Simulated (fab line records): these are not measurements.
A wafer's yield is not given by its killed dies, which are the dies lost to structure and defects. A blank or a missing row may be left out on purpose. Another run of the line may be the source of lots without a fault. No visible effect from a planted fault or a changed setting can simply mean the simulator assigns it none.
fab line records ; flow gf180mcu ; part 1 of 2: steps 1 to 43 of 44
record: lots: 7; wafers: 21; last-day: 30
route steps=602 shown MVSD@75 MVPSD@78 VT_IMPLANT@90 PASSIVATION@602
lots with no fault: from the same line, run without faults
start-h: hours from the record's first day to the start of the lot's first wafer shown ; wait-h: time in hours since the lot's previous step ; " as in the row above ; L1.1+2: a single row standing in for several wafers ; - no value present, or no start provided ; * or withheld: withheld ; < > ~ a bound
route shown NAME@n: a module of which the file shows steps, and the number in the route of the first ; usual: mean/standard deviation of fault-free wafers ; same: alike in all rows ; chamber/n: place in a boat ; sites: readings site by site ; _std_site: how widely they spread, as a standard deviation ; _edge_site: outer sites' mean less inner sites' ; radius-mm: for every site, how far away it sits from the centre of the wafer ; mask NAME#n: copy n ; behind: tool/chamber where the wafer was last shaped ; hold: reason for holding the lot/hours on hold/outcome of the hold ; device: the n, p or np transistor that did not switch ; end of line: tests run on the same wafers once the route is complete ; for a step that has no rows: nothing shown but its recipe ; killed: the dies lost at the first sort to structure and to defects; this is not the yield of the wafer ; map: a wafer's dies, x killed, . not, _ none there
set.NAME: the setting the step ran with; set.NAME@STEP: the setting that earlier step ran with ; model.NAME: the simulator's own value behind a step, which no gauge read
a table for each step, a row for each wafer; lots at some steps of the route
services: the hour from which a tool's chamber was out of use, counted from the record's first day as start-h (under 0 if before that day), plus the number of hours and why
== steps ==
step: GF_MVSD_IMPLANT_09
recipe: species: P; energy-kev: 100; dose-cm2: 5e+12; tilt-deg: 0
step: GF_MVSD_STRIP_10
recipe: chemistry: O2/N2; power-w: 1400; pressure-mtorr: 1500; platen-temp-c: 250; o2-flow-sccm: 3000; n2-flow-sccm: 300; overash-fraction: 0.5
usual: drypump-motor-current-A: 5.5/0.53; heater-power-w: 355/74; oes-product-au: 0.724/0.0046; strip-time-to-endpoint-s: 37.28/0.12
lot.wafer;tool;chamber;start-h;wait-h;drypump-motor-current-A;heater-power-w;oes-product-au;rf-hours-counter-h;strip-time-to-endpoint-s
L875.1;plasma-asher-01;0;83.30;0.1;5.7;342;0.723;47;37.13
L875.2;plasma-asher-01;1;83.30;0.1;5.5;315;0.710;47;37.17
L875.5;plasma-asher-01;1;83.30;0.1;5.6;307;0.728;-;37.10
L876.1;plasma-asher-04;0;87.80;0.1;4.8;343;0.729;30;37.27
L876.2;plasma-asher-04;1;87.80;0.1;6.4;353;0.728;30;37.33
L876.5;plasma-asher-04;0;87.80;0.1;4.8;340;0.730;-;37.36
L878.2;plasma-asher-04;0;97.99;0.1;4.7;345;0.721;31;37.19
L878.5;plasma-asher-04;0;97.99;0.1;4.8;345;0.725;-;37.28
L878.6;plasma-asher-04;1;97.99;0.1;6.4;352;0.727;-;37.19
L880.1;plasma-asher-01;1;113.35;0.1;5.5;304;0.725;51;37.11
L880.2;plasma-asher-01;0;113.35;0.1;5.7;344;0.725;51;37.18
L880.5;plasma-asher-01;0;113.35;0.1;5.7;335;0.726;-;37.22
L881.2;plasma-asher-04;0;118.15;0.1;4.8;343;0.717;33;37.17
L881.3;plasma-asher-04;0;118.15;0.1;4.7;335;0.724;-;37.26
L881.6;plasma-asher-04;1;118.15;0.1;6.4;359;0.725;-;37.21
L882.1;plasma-asher-04;0;124.60;0.1;4.8;348;0.725;34;37.38
L882.2;plasma-asher-04;1;124.60;0.1;6.4;366;0.722;34;37.33
L882.6;plasma-asher-04;1;124.60;0.1;6.5;357;0.721;-;37.35
L883.3;plasma-asher-03;0;129.44;0.1;5.6;271;0.725;-;37.28
L883.5;plasma-asher-03;1;129.44;0.1;4.9;498;0.717;-;37.31
L883.6;plasma-asher-03;0;129.44;0.1;5.6;276;0.720;-;37.26
step: GF_MVSD_TW_MEAS_11
usual: MVSD_TW: 1568/12
lot.wafer;tool;chamber;start-h;wait-h;MVSD_TW
L875.1;film-metro-04;-;83.40;0.1;1558
L875.2;film-metro-04;-;83.40;0.1;1566
L875.5;film-metro-04;-;83.40;0.1;1560
L876.1;film-metro-01;-;87.90;0.1;1559
L876.2;film-metro-01;-;87.90;0.1;1562
L876.5;film-metro-01;-;87.90;0.1;1562
L878.2;film-metro-01;-;98.10;0.1;1555
L878.5;film-metro-01;-;98.10;0.1;1552
L878.6;film-metro-01;-;98.10;0.1;1551
L880.1;film-metro-04;-;113.45;0.1;1572
L880.2;film-metro-04;-;113.45;0.1;1571
L880.5;film-metro-04;-;113.45;0.1;1569
L881.2;film-metro-01;-;118.26;0.1;1551
L881.3;film-metro-01;-;118.26;0.1;1548
L881.6;film-metro-01;-;118.26;0.1;1552
L882.1;film-metro-01;-;124.70;0.1;1554
L882.2;film-metro-01;-;124.70;0.1;1567
L882.6;film-metro-01;-;124.70;0.1;1566
L883.3;film-metro-03;-;129.52;0.1;1576
L883.5;film-metro-03;-;129.52;0.1;1578
L883.6;film-metro-03;-;129.52;0.1;1584
step: GF_MVPSD_DEHYDRATE_00
recipe: temp-c: 200; time-s: 60
step: GF_MVPSD_HMDS_01
recipe: prime-time-s: 60; prime-temp-c: 120
step: GF_MVPSD_COAT_02
recipe: spin-rpm: 2000; resist-thk-nm: 3000
step: GF_MVPSD_SOFTBAKE_03
recipe: temp-c: 110; time-s: withheld
step: GF_MVPSD_EXPOSE_04
recipe: mask-id: MVPSD; target-cd-nm: 1000; na: 0.6; source-shape: conventional; sigma-outer: 0.6; dose-mj: 260
step: GF_MVPSD_PEB_05
recipe: temp-c: 115; time-s: withheld
step: GF_MVPSD_DEVELOP_06
recipe: wall-angle-deg: 90; develop-time-s: 60; dev-temp-c: 23
step: GF_MVPSD_OVL_MEAS_07
usual: MVPSD_OVL: -1.2/1.3
lot.wafer;tool;chamber;start-h;wait-h;MVPSD_OVL[nm]
L875.1;overlay-02;-;96.71;-;-1.7
L875.2;overlay-02;-;96.71;-;-2.2
L875.5;overlay-02;-;96.71;-;-2.1
L876.1;overlay-01;-;101.75;-;-1.6
L876.2;overlay-01;-;101.75;-;0.0
L876.5;overlay-01;-;101.75;-;-0.6
L878.2;overlay-02;-;112.51;-;-1.1
L878.5;overlay-02;-;112.51;-;0.0
L878.6;overlay-02;-;112.51;-;-0.2
L880.1;overlay-01;-;127.81;-;0.3
L880.2;overlay-01;-;127.81;-;2.0
L880.5;overlay-01;-;127.81;-;2.7
L881.2;overlay-01;-;132.11;-;-0.9
L881.3;overlay-01;-;132.11;-;-0.4
L881.6;overlay-01;-;132.11;-;-1.5
L882.1;overlay-02;-;139.56;-;-1.1
L882.2;overlay-02;-;139.56;-;-2.3
L882.6;overlay-02;-;139.56;-;-2.5
L883.3;overlay-01;-;144.52;-;-0.9
L883.5;overlay-01;-;144.52;-;-3.2
L883.6;overlay-01;-;144.52;-;-2.1
step: GF_MVPSD_IMPLANT_08
recipe: species: B; energy-kev: 170; dose-cm2: 1.5e+13; tilt-deg: 0
step: GF_MVPSD_IMPLANT_09
recipe: species: B; energy-kev: 40; dose-cm2: 5e+12; tilt-deg: 0
usual: implant-ion-amu: 11/0
lot.wafer;tool;chamber;start-h;wait-h;implant-ion-amu;model.implant.rp-nm;model.implant.drp-nm
L875.1;implanter-03;0;96.90;0.1;11;129.3;51.21
L875.2;implanter-03;0;96.90;0.1;11;129.3;51.21
L875.5;implanter-03;0;96.90;0.1;11;129.3;51.21
L876.1;implanter-01;0;101.94;0.1;11;129.4;51.21
L876.2;implanter-01;0;101.94;0.1;11;129.4;51.21
L876.5;implanter-01;0;101.94;0.1;11;129.4;51.21
L878.2;implanter-03;0;112.72;0.1;11;129.6;51.21
L878.5;implanter-03;0;112.72;0.1;11;129.6;51.21
L878.6;implanter-03;0;112.72;0.1;11;129.6;51.21
L880.1;implanter-03;0;127.99;0.1;11;126.3;51.21
L880.2;implanter-03;0;127.99;0.1;11;126.3;51.21
L880.5;implanter-03;0;127.99;0.1;11;126.3;51.21
L881.2;implanter-01;0;132.32;0.1;49;29.63;15.86
L881.3;implanter-01;0;132.32;0.1;49;29.63;15.86
L881.6;implanter-01;0;132.32;0.1;49;29.63;15.86
L882.1;implanter-01;0;139.74;0.1;49;29.98;15.86
L882.2;implanter-01;0;139.74;0.1;49;29.98;15.86
L882.6;implanter-01;0;139.74;0.1;49;29.98;15.86
L883.3;implanter-02;0;144.74;0.1;49;30.27;15.86
L883.5;implanter-02;0;144.74;0.1;49;30.27;15.86
L883.6;implanter-02;0;144.74;0.1;49;30.27;15.86
step: GF_MVPSD_STRIP_10
recipe: chemistry: O2/N2; power-w: 1400; pressure-mtorr: 1500; platen-temp-c: 250; o2-flow-sccm: 3000; n2-flow-sccm: 300; overash-fraction: 0.5
usual: drypump-motor-current-A: 5.5/0.35; heater-power-w: 344/71; oes-product-au: 0.722/0.0042; strip-time-to-endpoint-s: 36.97/0.076
lot.wafer;tool;chamber;start-h;wait-h;drypump-motor-current-A;heater-power-w;oes-product-au;rf-hours-counter-h;strip-time-to-endpoint-s
L875.1;plasma-asher-01;1;97.05;0.1;5.6;306;0.725;49;37.11
L875.2;plasma-asher-01;0;97.05;0.1;5.7;335;0.720;49;37.04
L875.5;plasma-asher-01;1;97.05;0.1;5.5;313;0.723;-;37.07
L876.1;plasma-asher-03;1;102.09;0.1;4.9;475;0.726;39;36.88
L876.2;plasma-asher-03;0;102.09;0.1;5.6;268;0.720;39;36.87
L876.5;plasma-asher-03;0;102.09;0.1;5.6;271;0.722;-;36.87
L878.2;plasma-asher-03;0;112.84;0.1;5.6;277;0.723;40;36.87
L878.5;plasma-asher-03;0;112.84;0.1;5.6;272;0.721;-;36.83
L878.6;plasma-asher-03;1;112.84;0.1;4.9;482;0.722;-;36.89
L880.1;plasma-asher-03;1;128.14;0.1;4.9;492;0.729;42;36.97
L880.2;plasma-asher-03;0;128.14;0.1;5.6;276;0.725;42;36.94
L880.5;plasma-asher-03;0;128.14;0.1;5.6;273;0.723;-;36.86
L881.2;plasma-asher-03;0;132.44;0.1;5.6;271;0.729;43;37.04
L881.3;plasma-asher-03;0;132.44;0.1;5.7;277;0.722;-;37.02
L881.6;plasma-asher-03;1;132.44;0.1;4.9;493;0.725;-;36.95
L882.1;plasma-asher-01;1;139.89;0.1;5.6;299;0.725;54;36.96
L882.2;plasma-asher-01;0;139.89;0.1;5.7;339;0.725;54;37.02
L882.6;plasma-asher-01;0;139.89;0.1;5.8;338;0.725;-;36.97
L883.3;plasma-asher-01;1;144.88;0.1;5.5;302;0.721;-;37.05
L883.5;plasma-asher-01;1;144.88;0.1;5.6;310;0.718;-;36.98
L883.6;plasma-asher-01;0;144.88;0.1;5.7;337;0.721;-;37.08
step: GF_MVPSD_TW_MEAS_11
usual: MVPSD_TW: 550/4.1
lot.wafer;tool;chamber;start-h;wait-h;MVPSD_TW
L875.1;film-metro-04;-;97.15;0.1;551
L875.2;film-metro-04;-;97.15;0.1;555
L875.5;film-metro-04;-;97.15;0.1;553
L876.1;film-metro-01;-;102.19;0.1;543
L876.2;film-metro-01;-;102.19;0.1;543
L876.5;film-metro-01;-;102.19;0.1;543
L878.2;film-metro-03;-;112.95;0.1;556
L878.5;film-metro-03;-;112.95;0.1;558
L878.6;film-metro-03;-;112.95;0.1;556
L880.1;film-metro-03;-;128.24;0.1;551
L880.2;film-metro-03;-;128.24;0.1;550
L880.5;film-metro-03;-;128.24;0.1;550
L881.2;film-metro-01;-;132.55;0.1;640
L881.3;film-metro-01;-;132.55;0.1;641
L881.6;film-metro-01;-;132.55;0.1;638
L882.1;film-metro-01;-;139.99;0.1;636
L882.2;film-metro-01;-;139.99;0.1;638
L882.6;film-metro-01;-;139.99;0.1;637
L883.3;film-metro-03;-;145.09;0.2;646
L883.5;film-metro-03;-;145.09;0.2;652
L883.6;film-metro-03;-;145.09;0.2;651
step: GF_VT_IMPLANT_DEHYDRATE_00
recipe: temp-c: 200; time-s: 60
step: GF_VT_IMPLANT_HMDS_01
recipe: prime-time-s: 60; prime-temp-c: 120
step: GF_VT_IMPLANT_COAT_02
recipe: resist: NOVOLAK; spin-rpm: 3000; resist-thk-nm: 1000
step: GF_VT_IMPLANT_SOFTBAKE_03
recipe: temp-c: 90; time-s: 60; resist: NOVOLAK
step: GF_VT_IMPLANT_EXPOSE_04
recipe: mask-id: LVPWELL_LV_AREA; target-cd-nm: 600; na: 0.6; source-shape: conventional; sigma-outer: 0.6; dose-mj: 140
step: GF_VT_IMPLANT_PEB_05
recipe: temp-c: withheld; time-s: *; resist: NOVOLAK
step: GF_VT_IMPLANT_DEVELOP_06
recipe: develop-time-s: 59.07; dev-temp-c: 23
step: GF_VT_IMPLANT_OVL_MEAS_07
usual: VT_IMPLANT_OVL: -0.1/1.7
lot.wafer;tool;chamber;start-h;wait-h;VT_IMPLANT_OVL[nm]
L875.1;overlay-01;-;111.65;0.1;0.7
L875.2;overlay-01;-;111.65;0.1;1.5
L875.5;overlay-01;-;111.65;0.1;0.8
L876.1;overlay-01;-;116.21;0.1;-3.0
L876.2;overlay-01;-;116.21;0.1;-1.9
L876.5;overlay-01;-;116.21;0.1;-0.9
L878.2;overlay-01;-;127.56;0.1;0.0
L878.5;overlay-01;-;127.56;0.1;1.4
L878.6;overlay-01;-;127.56;0.1;-1.3
L880.1;overlay-01;-;143.81;0.1;-0.7
L880.2;overlay-01;-;143.81;0.1;-0.9
L880.5;overlay-01;-;143.81;0.1;0.2
L881.2;overlay-01;-;147.97;0.1;-3.1
L881.3;overlay-01;-;147.97;0.1;-2.2
L881.6;overlay-01;-;147.97;0.1;-0.8
L882.1;overlay-01;-;155.26;0.1;1.7
L882.2;overlay-01;-;155.26;0.1;3.3
L882.6;overlay-01;-;155.26;0.1;1.5
L883.3;overlay-02;-;160.83;0.1;-0.8
L883.5;overlay-02;-;160.83;0.1;-1.1
L883.6;overlay-02;-;160.83;0.1;1.3
step: GF_VT_IMPLANT_IMPLANT_08
recipe: species: BF2; energy-kev: 20; dose-cm2: 8.29e+12; tilt-deg: 7
step: GF_VT_IMPLANT_STRIP_09
recipe: chemistry: O2/N2; power-w: 1400; pressure-mtorr: 1500; platen-temp-c: 250; o2-flow-sccm: 3000; n2-flow-sccm: 300; overash-fraction: 0.5
usual: drypump-motor-current-A: 5.7/0.5; heater-power-w: 334/39; oes-product-au: 0.716/0.0049; strip-time-to-endpoint-s: 12.64/0.038
lot.wafer;tool;chamber;start-h;wait-h;drypump-motor-current-A;heater-power-w;oes-product-au;rf-hours-counter-h;strip-time-to-endpoint-s
L875.1;plasma-asher-01;1;111.84;0.1;5.6;309;0.715;51;12.66
L875.2;plasma-asher-01;0;111.84;0.1;5.7;330;0.719;51;12.66
L875.5;plasma-asher-01;0;111.84;0.1;5.8;340;0.710;-;12.68
L876.1;plasma-asher-04;0;116.40;0.1;4.7;341;0.715;33;12.56
L876.2;plasma-asher-04;1;116.40;0.1;6.4;356;0.715;33;12.55
L876.5;plasma-asher-04;1;116.40;0.1;6.4;352;0.718;-;12.57
L878.2;plasma-asher-02;0;127.74;0.1;6.2;275;0.718;1;12.72
L878.5;plasma-asher-02;1;127.74;0.1;5.2;395;0.710;-;12.74
L878.6;plasma-asher-02;0;127.74;0.1;6.2;278;0.719;-;12.72
L880.1;plasma-asher-02;1;144.00;0.1;5.2;412;0.710;3;12.58
L880.2;plasma-asher-02;0;144.00;0.1;6.2;272;0.715;3;12.65
L880.5;plasma-asher-02;0;144.00;0.1;6.2;277;0.718;-;12.59
L881.2;plasma-asher-02;0;148.15;0.1;6.2;277;0.712;3;12.61
L881.3;plasma-asher-02;0;148.15;0.1;6.2;276;0.710;-;12.62
L881.6;plasma-asher-02;1;148.15;0.1;5.2;390;0.720;-;12.63
L882.1;plasma-asher-02;0;155.44;0.1;6.2;274;0.714;4;12.69
L882.2;plasma-asher-02;1;155.44;0.1;5.2;403;0.717;4;12.67
L882.6;plasma-asher-02;0;155.44;0.1;6.2;280;0.712;-;12.68
L883.3;plasma-asher-01;1;161.04;0.1;5.6;301;0.717;-;12.64
L883.5;plasma-asher-01;0;161.04;0.1;5.7;340;0.719;-;12.62
L883.6;plasma-asher-01;1;161.04;0.1;5.5;302;0.719;-;12.63
step: GF_VT_IMPLANT_TW_MEAS_10
usual: VT_IMPLANT_TW: 562/3.5
lot.wafer;tool;chamber;start-h;wait-h;VT_IMPLANT_TW
L875.1;film-metro-03;-;111.95;0.1;568
L875.2;film-metro-03;-;111.95;0.1;569
L875.5;film-metro-03;-;111.95;0.1;570
L876.1;film-metro-04;-;116.50;0.1;559
L876.2;film-metro-04;-;116.50;0.1;559
L876.5;film-metro-04;-;116.50;0.1;559
L878.2;film-metro-02;-;127.85;0.1;559
L878.5;film-metro-02;-;127.85;0.1;559
L878.6;film-metro-02;-;127.85;0.1;560
L880.1;film-metro-02;-;144.10;0.1;565
L880.2;film-metro-02;-;144.10;0.1;566
L880.5;film-metro-02;-;144.10;0.1;563
L881.2;film-metro-04;-;148.26;0.1;559
L881.3;film-metro-04;-;148.26;0.1;559
L881.6;film-metro-04;-;148.26;0.1;557
L882.1;film-metro-03;-;155.54;0.1;567
L882.2;film-metro-03;-;155.54;0.1;565
L882.6;film-metro-03;-;155.54;0.1;563
L883.3;film-metro-04;-;161.12;0.1;557
L883.5;film-metro-04;-;161.12;0.1;559
L883.6;film-metro-04;-;161.12;0.1;562
step: GF_VT_IMPLANT_DEHYDRATE_11
recipe: temp-c: 200; time-s: 60
step: GF_VT_IMPLANT_HMDS_12
recipe: prime-time-s: 60; prime-temp-c: 120
step: GF_VT_IMPLANT_COAT_13
recipe: resist: NOVOLAK; spin-rpm: 3000; resist-thk-nm: 1000
step: GF_VT_IMPLANT_SOFTBAKE_14
recipe: temp-c: 90; time-s: 61.43; resist: NOVOLAK
usual: plate-sensor-t-centre-C: 90.758/0.0093; plate-sensor-t-edge-C: 90.828/0.0096
lot.wafer;tool;chamber;start-h;wait-h;plate-sensor-t-centre-C;plate-sensor-t-edge-C
L875.1;litho-track-04;0;119.15;0.1;90.757;90.821
L875.2;litho-track-04;0;119.15;0.1;90.770;90.826
L875.5;litho-track-04;0;119.15;0.1;90.752;90.824
L876.1;litho-track-01;0;123.76;0.1;90.759;90.806
L876.2;litho-track-01;0;123.76;0.1;90.748;90.816
L876.5;litho-track-01;0;123.76;0.1;90.757;90.835
L878.2;litho-track-04;0;135.08;0.1;90.763;90.823
L878.5;litho-track-04;0;135.08;0.1;90.758;90.842
L878.6;litho-track-04;0;135.08;0.1;90.760;90.835
L880.1;litho-track-03;0;150.72;0.1;90.737;90.841
L880.2;litho-track-03;0;150.72;0.1;90.756;90.823
L880.5;litho-track-03;0;150.72;0.1;90.763;90.840
L881.2;litho-track-04;0;156.08;0.1;90.753;90.826
L881.3;litho-track-04;0;156.08;0.1;90.774;90.834
L881.6;litho-track-04;0;156.08;0.1;90.746;90.819
L882.1;litho-track-03;0;163.47;0.1;90.767;90.832
L882.2;litho-track-03;0;163.47;0.1;90.746;90.828
L882.6;litho-track-03;0;163.47;0.1;90.756;90.835
L883.3;litho-track-04;0;168.65;0.1;90.763;90.822
L883.5;litho-track-04;0;168.65;0.1;90.743;90.830
L883.6;litho-track-04;0;168.65;0.1;90.762;90.826
step: GF_VT_IMPLANT_EXPOSE_15
recipe: mask-id: Nwell_LV_AREA; target-cd-nm: 860; na: 0.6; source-shape: conventional; sigma-outer: 0.6; dose-mj: 140
step: GF_VT_IMPLANT_PEB_16
recipe: temp-c: withheld; time-s: *; resist: NOVOLAK
step: GF_VT_IMPLANT_DEVELOP_17
recipe: develop-time-s: 60; dev-temp-c: 23
step: GF_VT_IMPLANT_OVL_MEAS_18
usual: VT_IMPLANT_01_OVL: -0.6/1.2
lot.wafer;tool;chamber;start-h;wait-h;VT_IMPLANT_01_OVL[nm]
L875.1;overlay-02;-;126.57;0.1;0.8
L875.2;overlay-02;-;126.57;0.1;0.1
L875.5;overlay-02;-;126.57;0.1;0.9
L876.1;overlay-02;-;131.26;0.1;-1.8
L876.2;overlay-02;-;131.26;0.1;0.0
L876.5;overlay-02;-;131.26;0.1;-0.7
L878.2;overlay-01;-;143.36;0.1;0.2
L878.5;overlay-01;-;143.36;0.1;2.6
L878.6;overlay-01;-;143.36;0.1;0.5
L880.1;overlay-02;-;159.40;0.1;-0.7
L880.2;overlay-02;-;159.40;0.1;-1.6
L880.5;overlay-02;-;159.40;0.1;-0.9
L881.2;overlay-02;-;163.96;0.1;-0.7
L881.3;overlay-02;-;163.96;0.1;-1.1
L881.6;overlay-02;-;163.96;0.1;0.8
L882.1;overlay-01;-;171.72;0.1;-0.5
L882.2;overlay-01;-;171.72;0.1;-0.4
L882.6;overlay-01;-;171.72;0.1;-0.5
L883.3;overlay-01;-;177.78;0.1;-1.4
L883.5;overlay-01;-;177.78;0.1;0.1
L883.6;overlay-01;-;177.78;0.1;-2.8
step: GF_VT_IMPLANT_IMPLANT_19
recipe: species: As; energy-kev: 100; dose-cm2: 4.35e+12; tilt-deg: 7
step: GF_VT_IMPLANT_STRIP_20
recipe: chemistry: O2/N2; power-w: 1400; pressure-mtorr: 1500; platen-temp-c: 250; o2-flow-sccm: 3000; n2-flow-sccm: 300; overash-fraction: 0.5
usual: drypump-motor-current-A: 5.7/0.54; heater-power-w: 337/43; oes-product-au: 0.716/0.0045; strip-time-to-endpoint-s: 12.64/0.038
lot.wafer;tool;chamber;start-h;wait-h;drypump-motor-current-A;heater-power-w;oes-product-au;rf-hours-counter-h;strip-time-to-endpoint-s
L875.1;plasma-asher-02;1;126.75;0.1;5.2;400;0.714;1;12.65
L875.2;plasma-asher-02;0;126.75;0.1;6.3;282;0.711;1;12.66
L875.5;plasma-asher-02;0;126.75;0.1;6.2;283;0.711;-;12.69
L876.1;plasma-asher-01;0;131.45;0.1;5.7;334;0.713;53;12.63
L876.2;plasma-asher-01;1;131.45;0.1;5.6;303;0.716;53;12.64
L876.5;plasma-asher-01;1;131.45;0.1;5.6;295;0.715;-;12.63
L878.2;plasma-asher-02;0;143.54;0.1;6.2;281;0.716;3;12.63
L878.5;plasma-asher-02;1;143.54;0.1;5.2;390;0.710;-;12.62
L878.6;plasma-asher-02;0;143.54;0.1;6.2;278;0.714;-;12.60
L880.1;plasma-asher-04;1;159.59;0.1;6.4;361;0.720;36;12.64
L880.2;plasma-asher-04;0;159.59;0.1;4.7;343;0.715;36;12.64
L880.5;plasma-asher-04;1;159.59;0.1;6.4;357;0.710;-;12.65
L881.2;plasma-asher-02;1;164.14;0.1;5.2;394;0.721;5;12.61
L881.3;plasma-asher-02;1;164.14;0.1;5.2;398;0.710;-;12.63
L881.6;plasma-asher-02;1;164.14;0.1;5.2;382;0.711;-;12.60
L882.1;plasma-asher-02;1;171.90;0.1;5.2;395;0.712;6;12.64
L882.2;plasma-asher-02;0;171.90;0.1;6.2;282;0.723;6;12.64
L882.6;plasma-asher-02;1;171.90;0.1;5.2;391;0.715;-;12.69
L883.3;plasma-asher-04;1;177.99;0.1;6.4;356;0.716;-;12.60
L883.5;plasma-asher-04;0;177.99;0.1;4.7;334;0.717;-;12.58
L883.6;plasma-asher-04;1;177.99;0.1;6.4;352;0.716;-;12.58
step: GF_VT_IMPLANT_TW_MEAS_21
usual: VT_IMPLANT_2_TW: 1212/6.3
lot.wafer;tool;chamber;start-h;wait-h;VT_IMPLANT_2_TW
L875.1;film-metro-03;-;126.85;0.1;1213
L875.2;film-metro-03;-;126.85;0.1;1218
L875.5;film-metro-03;-;126.85;0.1;1214
L876.1;film-metro-02;-;131.55;0.1;1200
L876.2;film-metro-02;-;131.55;0.1;1202
L876.5;film-metro-02;-;131.55;0.1;1208
L878.2;film-metro-02;-;143.65;0.1;1201
L878.5;film-metro-02;-;143.65;0.1;1208
L878.6;film-metro-02;-;143.65;0.1;1211
L880.1;film-metro-02;-;159.69;0.1;1212
L880.2;film-metro-02;-;159.69;0.1;1212
L880.5;film-metro-02;-;159.69;0.1;1210
L881.2;film-metro-02;-;164.25;0.1;1223
L881.3;film-metro-02;-;164.25;0.1;1220
L881.6;film-metro-02;-;164.25;0.1;1218
L882.1;film-metro-02;-;172.00;0.1;1219
L882.2;film-metro-02;-;172.00;0.1;1212
L882.6;film-metro-02;-;172.00;0.1;1215
L883.3;film-metro-03;-;178.07;0.1;1208
L883.5;film-metro-03;-;178.07;0.1;1215
L883.6;film-metro-03;-;178.07;0.1;1220
step: GF_VT_IMPLANT_DEHYDRATE_22
recipe: temp-c: 200; time-s: 60
step: GF_VT_IMPLANT_HMDS_23
recipe: prime-time-s: 60; prime-temp-c: 120
step: GF_VT_IMPLANT_COAT_24
recipe: resist: NOVOLAK; spin-rpm: 3000; resist-thk-nm: 1000
step: GF_VT_IMPLANT_SOFTBAKE_25
recipe: temp-c: 90; time-s: 60; resist: NOVOLAK
step: GF_VT_IMPLANT_EXPOSE_26
recipe: mask-id: LVPWELL_HV_AREA; target-cd-nm: 860; na: 0.6; source-shape: conventional; sigma-outer: 0.6; dose-mj: 140
step: GF_VT_IMPLANT_RS_MEAS_49
recipe: thk-meas-gauge: four-point-probe
usual: MVPSD_RS: 1168/3.1
lot.wafer;tool;chamber;start-h;wait-h;MVPSD_RS[ohm/sq]
L875.1;film-metro-01;-;158.11;0.1;1173
L875.2;film-metro-01;-;158.11;0.1;1169
L875.5;film-metro-01;-;158.11;0.1;1169
L876.1;film-metro-01;-;163.76;0.1;1173
L876.2;film-metro-01;-;163.76;0.1;1171
L876.5;film-metro-01;-;163.76;0.1;1169
L878.2;film-metro-04;-;175.74;0.1;1164
L878.5;film-metro-04;-;175.74;0.1;1165
L878.6;film-metro-04;-;175.74;0.1;1165
L880.1;film-metro-01;-;193.57;0.1;1172
L880.2;film-metro-01;-;193.57;0.1;1172
L880.5;film-metro-01;-;193.57;0.1;1170
L881.2;film-metro-03;-;199.19;0.1;1200
L881.3;film-metro-03;-;199.19;0.1;1202
L881.6;film-metro-03;-;199.19;0.1;1204
L882.1;film-metro-01;-;206.96;0.1;1198
L882.2;film-metro-01;-;206.96;0.1;1195
L882.6;film-metro-01;-;206.96;0.1;1196
L883.3;film-metro-01;-;212.90;0.1;1194
L883.5;film-metro-01;-;212.90;0.1;1194
L883.6;film-metro-01;-;212.90;0.1;1196
== key ==
first-sign: step: GF_MVPSD_IMPLANT_09; reading: implant-ion-amu; direction: up; sigmas: 99+; usual: 11; struck: 49
effect: step: GF_MVPSD_TW_MEAS_11; reading: MVPSD_TW; direction: up; sigmas: 23; usual: 550; struck: 642
effect: step: GF_VT_IMPLANT_RS_MEAS_49; reading: MVPSD_RS; direction: up; sigmas: 9.4; usual: 1168; struck: 1198
model-effect: step: GF_MVPSD_IMPLANT_09; value: implant.rp-nm; without: 127.9; struck: 29.96
model-effect: step: GF_PASSIVATION_PROBE_99; value: etest.ldpmos_10p0.r-on-ohm-um; without: 1.112e+04; struck: 1.281e+04
met-at GF_MVPSD_IMPLANT_09
struck-wafers L881.2,L881.3,L881.6,L882.1,L882.2,L882.6,L883.3,L883.5,L883.6
tester-left-out L881,L882,L883
onset-between 127.99 132.32
fault: kind: wrong-recipe-download; tool: implanter-01,implanter-02,implanter-03; chamber: -; onset-h: 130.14; steps: GF_MVPSD_IMPLANT_09; wrong-recipe.not-listed: 1
tester-left-out: of these lots the tester's yield and bins aren't shown, on N5 and GAA mostly nor the transistor test; their killed dies are dies lost to structure and defects alone, not to doping, threshold or leakage, so they don't give the yield
